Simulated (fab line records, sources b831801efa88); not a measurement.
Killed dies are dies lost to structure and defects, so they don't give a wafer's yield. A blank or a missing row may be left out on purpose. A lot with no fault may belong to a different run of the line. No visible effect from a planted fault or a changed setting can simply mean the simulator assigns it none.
fab line records | flow sky130
[record] lots = 6 | wafers = 18 | lastDay = 49
route steps=708 shown CAP2M@616 METAL4@621
lots that met no fault: from a run of the same line without faults
startH: the number of hours between the record's first day and the start of the first shown wafer of the lot | waitH: hours since the lot's step before | " the same as in the row above | L1.1+2: a row that stands for several wafers | - value missing, or start not given | * or withheld: withheld | < > ~ a bound
route shown NAME@n: NAME is a module with steps in the file, n the number in the route of the first one | usual: mean and standard deviation over wafers with no fault | same: alike in all rows | chamber/n: place in a boat | sites: readings site by site | _std_site: the values' standard deviation | _edge_site: inner sites' mean taken away from outer sites' mean | radiusMm: for every site, how far away it sits from the centre of the wafer | mask NAME#n: copy n | behind: the last tool/chamber to shape the wafer | hold: cause of the lot's hold/its duration in hours/its outcome | device: transistor that didn't switch, given as n, p or np | end of line: the tests these same wafers got at the end of their route | where a step has no rows: the recipe by itself | killed: dies lost to structure and defects at the first sort, not the wafer's yield | map: the dies of a wafer, with x for killed, . for not killed, _ for no die there
set.NAME: setting as actually run; set.NAME@STEP: the setting as run at that earlier step | model.NAME: the simulator's own value behind a step, which no gauge read
lots seen at some steps along the route; tables by step, rows by wafer
services: from which hour (startH, from the record's first day; less than 0 if before it) a tool's chamber was out of use, for how many hours, and why
[[steps]]
[step SKY_CAP2M_METAL_ETCH_13]
[recipe] targetDepthNm = 220 | stopOn = SiO2 | chemistry = Cl2/BCl3 | target = TiN | pressureMtorr = 10 | icpW = 900 | biasW = 48.5 | Cl2_flow_sccm = 60 | bcl3FlowSccm = 30 | timeS = 62.9
[usual] drypumpMotorCurrentA = 5.84/0.29 | mfcCl2Sccm = 60.01/0.19 | oesProductAu = 0.943/0.0082 | throttleValvePct = 21.900/0.01
lot.wafer | tool        | chamber | startH  | waitH | drypumpMotorCurrentA | mfcCl2Sccm | oesProductAu | rfHoursCounterH | throttleValvePct
L215.2    | rieMetal-02 | 1       | 966.90  | 0.0   | 6.15                 | 59.97      | 0.935        | 8               | 21.901
L215.4    | "           | 0       | "       | "     | 5.40                 | 60.01      | 0.947        | -               | 21.898
L215.5    | "           | 1       | "       | "     | 6.12                 | 59.93      | 0.927        | -               | 21.909
L221.1    | rieMetal-02 | 1       | 1012.84 | 0.0   | 6.14                 | 59.66      | 0.964        | 10              | 21.895
L221.2    | "           | 0       | "       | "     | 5.41                 | 59.98      | 0.939        | 13              | 21.892
L221.6    | "           | 1       | "       | "     | 6.16                 | 60.07      | 0.957        | -               | 21.895
L223.1    | rieMetal-02 | 0       | 1018.45 | 0.0   | 5.41                 | 60.36      | 0.956        | 14              | 21.880
L223.4    | "           | 0       | "       | "     | 5.40                 | 59.98      | 0.948        | -               | 21.888
L223.5    | "           | 1       | "       | "     | 6.16                 | 60.10      | 0.945        | -               | 21.890
L224.1    | rieMetal-04 | 0       | 1024.74 | 0.0   | 6.09                 | 59.86      | 0.944        | 15              | 21.897
L224.3    | "           | 1       | "       | "     | 5.61                 | 60.21      | 0.943        | -               | 21.913
L224.4    | "           | 0       | "       | "     | 6.09                 | 59.72      | 0.951        | -               | 21.895
L231.2    | rieMetal-03 | 0       | 1071.26 | 0.0   | 5.67                 | 60.09      | 0.934        | 14              | 21.897
L231.3    | "           | 0       | "       | "     | 5.64                 | 60.13      | 0.927        | -               | 21.888
L231.6    | "           | 1       | "       | "     | 6.12                 | 60.03      | 0.946        | -               | 21.909
L232.1    | rieMetal-03 | 0       | 1084.59 | 0.0   | 5.68                 | 60.05      | 0.937        | 15              | 21.927
L232.3    | "           | 0       | "       | "     | 5.67                 | 59.96      | 0.949        | -               | 21.898
L232.4    | "           | 1       | "       | "     | 6.13                 | 60.07      | 0.945        | -               | 21.904
[step SKY_CAP2M_STRIP_14]
[recipe] chemistry = O2/N2 | powerW = 1400 | pressureMtorr = 1500 | platenTempC = withheld | o2FlowSccm = 3000 | n2FlowSccm = 300 | overashFraction = 0.5
[usual] drypumpMotorCurrentA = 5.8/0.41 | oesProductAu = 0.710/0.0044 | stripTimeToEndpointS = 12.65/0.049
lot.wafer | tool           | chamber | startH  | waitH | drypumpMotorCurrentA | oesProductAu | rfHoursCounterH | stripTimeToEndpointS
L215.2    | plasmaAsher-04 | 1       | 966.98  | 0.1   | 6.0                  | 0.719        | 21              | 12.67
L215.4    | "              | 1       | "       | "     | 6.0                  | 0.710        | -               | 12.63
L215.5    | "              | 0       | "       | "     | 6.1                  | 0.711        | -               | 12.68
L221.1    | plasmaAsher-04 | 0       | 1012.91 | 0.1   | 6.1                  | 0.708        | 25              | 12.61
L221.2    | "              | 1       | "       | "     | 6.0                  | 0.713        | 25              | 12.61
L221.6    | "              | 0       | "       | "     | 6.2                  | 0.700        | -               | 12.61
L223.1    | plasmaAsher-04 | 0       | 1018.53 | 0.1   | 6.1                  | 0.713        | 26              | 12.65
L223.4    | "              | 1       | "       | "     | 6.0                  | 0.710        | -               | 12.65
L223.5    | "              | 0       | "       | "     | 6.1                  | 0.709        | -               | 12.58
L224.1    | plasmaAsher-04 | 1       | 1024.84 | 0.1   | 6.0                  | 0.704        | 26              | 12.65
L224.3    | "              | 1       | "       | "     | 6.0                  | 0.716        | -               | 12.58
L224.4    | "              | 0       | "       | "     | 6.1                  | 0.711        | -               | 12.58
L231.2    | plasmaAsher-04 | 1       | 1071.33 | 0.1   | 6.0                  | 0.715        | 31              | 12.63
L231.3    | "              | 0       | "       | "     | 6.1                  | 0.706        | -               | 12.58
L231.6    | "              | 1       | "       | "     | 6.0                  | 0.707        | -               | 12.53
L232.1    | plasmaAsher-04 | 1       | 1084.66 | 0.1   | 6.0                  | 0.706        | 32              | 12.70
L232.3    | "              | 0       | "       | "     | 6.1                  | 0.710        | -               | 12.66
L232.4    | "              | 1       | "       | "     | 6.1                  | 0.706        | -               | 12.64
[step SKY_CAP2M_STRIP_15]
[recipe] chemistry = postEtchResidueRemover | timeS = 1200 | tempC = 72.5
[step SKY_CAP2M_CLEAN_16]
[recipe] chemistry = IPA | timeS = 180 | tempC = 25
[step SKY_CAP2M_CLEAN_17]
[recipe] chemistry = O3/DIW | dry = n2Spin
[step SKY_METAL4_DEHYDRATE_05]
[recipe] tempC = 200 | timeS = 60
[step SKY_METAL4_HMDS_06]
[recipe] primeTimeS = 60 | primeTempC = 120
[step SKY_METAL4_COAT_07]
[recipe] resist = BARC | tempC = withheld | timeS = withheld | spinRpm = 3000 | resistThkNm = 60
[step SKY_METAL4_COAT_08]
[recipe] resist = KrF-thick | spinRpm = 3000 | resistThkNm = 1140
[step SKY_METAL4_SOFTBAKE_09]
[recipe] tempC = 100 | timeS = 90 | resist = KrF-thick
[step SKY_METAL4_EXPOSE_10]
[recipe] maskId = MM4 | na = 0.68 | sourceShape = annular | sigmaInner = 0.4 | sigmaOuter = 0.8 | targetCdNm = 300 | doseMj = 28
[step SKY_METAL4_PEB_11]
[recipe] pebTempC = withheld | pebTimeS = withheld | resist = KrF-thick
[step SKY_METAL4_DEVELOP_12]
[recipe] developTimeS = 60 | resist = KrF-thick | devTempC = 21
[usual] chillPlateTempC = 22.99/0.097 | developTimeS = 60/0 | developerTempC = 21.01/0.096 | exhaustPa = 44.6/1
lot.wafer | tool          | chamber | startH | waitH | chillPlateTempC | developTimeS | developerTempC | exhaustPa | model.KrF-thick_of_METAL4_COAT_08.thkNm
L215.2    | lithoTrack-02 | 0       | 991    | -     | 22.91           | 60           | 20.88          | 43.6      | 1119
L215.4    | "             | 0       | "      | "     | 22.99           | 60           | 20.87          | 44.2      | 1125
L215.5    | "             | 0       | "      | "     | 22.96           | 60           | 20.93          | 42.1      | 1120
L221.1    | lithoTrack-01 | 0       | 1039   | -     | 22.84           | 60           | 20.99          | 44.9      | 1119
L221.2    | "             | 0       | "      | "     | 22.91           | 60           | 21.02          | 43.0      | 1121
L221.6    | "             | 0       | "      | "     | 22.93           | 60           | 21.00          | 43.4      | 1125
L223.1    | lithoTrack-01 | -       | 1041   | -     | -               | -            | -              | -         | 1140
L223.4    | "             | -       | "      | "     | -               | -            | -              | -         | 1138
L223.5    | "             | -       | "      | "     | -               | -            | -              | -         | 1139
L224.1    | lithoTrack-01 | -       | 1045   | -     | -               | -            | -              | -         | 1137
L224.3    | "             | -       | "      | "     | -               | -            | -              | -         | 1138
L224.4    | "             | -       | "      | "     | -               | -            | -              | -         | 1140
L231.2    | lithoTrack-04 | 0       | 1092   | -     | 23.14           | 60           | 21.01          | 43.8      | 1123
L231.3    | "             | 0       | "      | "     | 23.16           | 60           | 21.07          | 44.7      | 1125
L231.6    | "             | 0       | "      | "     | 23.07           | 60           | 21.13          | 44.6      | 1122
L232.1    | lithoTrack-04 | 0       | 1105   | -     | 23.09           | 60           | 21.04          | 45.2      | 1133
L232.3    | "             | 0       | 1106   | -     | 23.02           | 60           | 20.97          | 43.3      | 1132
L232.4    | "             | 0       | "      | "     | 23.11           | 60           | 21.01          | 44.7      | 1132
[step SKY_METAL4_CD_MEAS_13]
[recipe] targetCdNm = 300
[usual] cdNm = 299.5/1.4
lot.wafer | tool     | chamber | startH  | waitH | cdNm
L215.2    | cdSem-02 | -       | 991.84  | -     | 298.3
L215.4    | "        | -       | "       | "     | 299.7
L215.5    | "        | -       | "       | "     | 298.9
L221.1    | cdSem-01 | -       | 1039.21 | -     | 300.6
L221.2    | "        | -       | "       | "     | 300.5
L221.6    | "        | -       | "       | "     | 300.5
L223.1    | cdSem-01 | -       | 1041.16 | -     | -
L223.4    | "        | -       | "       | "     | -
L223.5    | "        | -       | "       | "     | -
L224.1    | cdSem-02 | -       | 1045.39 | -     | -
L224.3    | "        | -       | "       | "     | -
L224.4    | "        | -       | "       | "     | -
L231.2    | cdSem-02 | -       | 1092.92 | -     | 297.8
L231.3    | "        | -       | "       | "     | 297.6
L231.6    | "        | -       | "       | "     | 297.8
L232.1    | cdSem-01 | -       | 1106.10 | -     | 302.0
L232.3    | "        | -       | "       | "     | 302.1
L232.4    | "        | -       | "       | "     | 300.0
[[services]]
tool           | chamber | startH  | hours | kind
plasmaAsher-04 | -       | 973.40  | 1.5   | repair
rieMetal-04    | 0       | 978.51  | 1.7   | repair
rieMetal-04    | 0       | 1015.94 | 1.2   | repair
rieMetal-02    | 1       | 1050.84 | 4.1   | repair
plasmaAsher-04 | -       | 1092.26 | 2.3   | repair
[[key]]
[firstSign] step = SKY_METAL4_DEVELOP_12 | reading = toolRecord | direction = missing
effect none on later readings
[modelEffect] step = SKY_METAL4_DEVELOP_12 | value = KrF-thick_of_METAL4_COAT_08.thkNm | without = 1125 | struck = 1139
metAt SKY_METAL4_DEVELOP_12
struckWafers L223.1,L223.4,L223.5,L224.1,L224.3,L224.4
laterRowsLeftOut L223.1,L223.4,L223.5,L224.1,L224.3,L224.4
sortLeftOut L223.1,L223.4,L223.5,L224.1,L224.3,L224.4
onsetBetween 1039 1041
[fault] kind = skippedStepWhole | tool = lithoTrack-01 | chamber = - | onsetH = 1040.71 | steps = SKY_METAL4_DEVELOP_12 | scope = struckLotsOnly
// sortLeftOut: the simulated sort isn't trusted on such a fault, so these wafers' sort isn't shown, and their yield isn't known
// laterRowsLeftOut: the simulator's readings of these wafers behind a module that went badly wrong aren't trusted and aren't shown, but for the sort
